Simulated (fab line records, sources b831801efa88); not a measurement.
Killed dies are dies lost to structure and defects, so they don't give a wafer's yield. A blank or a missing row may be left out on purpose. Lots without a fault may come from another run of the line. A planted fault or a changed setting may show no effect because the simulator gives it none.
Chamber matching | flow gf180mcu | GF_V3_CMP_26 on cmp-02: 4 sister chambers
The step polishes, stops on SiO2, t overpolish 15 s, target thk 0 nm. 8 wafers are shown with their chamber, then 12 later ones without.

WAFERS WITH THEIR CHAMBER
wafer  | chamber | motor_current_A (A) | time_to_endpoint_s (s)
L083.1 | 2       | 11.5                | 88.0
L087.1 | 3       | 13.4                | 81.6
L088.5 | 2       | 12.8                | 82.4
L089.5 | 1       | 11.8                | 88.6
L089.6 | 0       | 12.5                | 85.1
L090.1 | 3       | 13.1                | 81.6
L090.5 | 0       | 12.4                | 84.5
L090.6 | 1       | 12.0                | 80.9

WAFERS WITHOUT THEIR CHAMBER
wafer  | motor_current_A (A) | time_to_endpoint_s (s)
L091.1 | 11.9                | 84.0
L091.3 | 11.9                | 78.9
L091.5 | 13.0                | 84.4
L094.2 | 12.1                | 82.4
L094.3 | 12.8                | 82.9
L094.5 | 12.4                | 84.8
L094.1 | 11.7                | 86.1
L094.4 | 11.9                | 82.5
L094.6 | 13.7                | 85.3
L097.3 | 12.3                | 86.7
L097.4 | 12.9                | 85.9
L097.5 | 12.3                | 86.6

WHICH CHAMBER EACH WENT THROUGH
wafer  | from the rows above               | in truth
L091.1 | can't be placed: 1 or 2 or 0      | 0
L091.3 | can't be placed: 1 or 2 or 0 or 3 | 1
L091.5 | can't be placed: 3 or 0 or 2 or 1 | 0
L094.2 | can't be placed: 1 or 2 or 0 or 3 | 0
L094.3 | can't be placed: 0 or 3 or 2 or 1 | 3
L094.5 | can't be placed: 0 or 2 or 1 or 3 | 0
L094.1 | can't be placed: 1 or 2 or 0      | 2
L094.4 | can't be placed: 1 or 2 or 0      | 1
L094.6 | can't be placed: 3 or 0 or 2      | 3
L097.3 | can't be placed: 2 or 0 or 1 or 3 | 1
L097.4 | can't be placed: 0 or 3 or 2 or 1 | 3
L097.5 | can't be placed: 2 or 0 or 1 or 3 | 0
Placed correctly: 0 of 12. Can't be placed from these rows: 12 (the true chamber is among the candidates in 12). Placed wrongly: 0.
How it was worked out, from the rows above alone: a wafer's distance from a chamber is the root of the sum, over the readings, of the square of ((its reading less the chamber's mean) divided by the reading's scatter). The wafer belongs to the nearest chamber; if the next one is less than 2 further off, it can't be placed. A chamber's mean is the mean of its shown wafers. The scatter: the root of (the sum of the squares of (reading less its chamber's mean) over the shown wafers, divided by (wafers less chambers)).
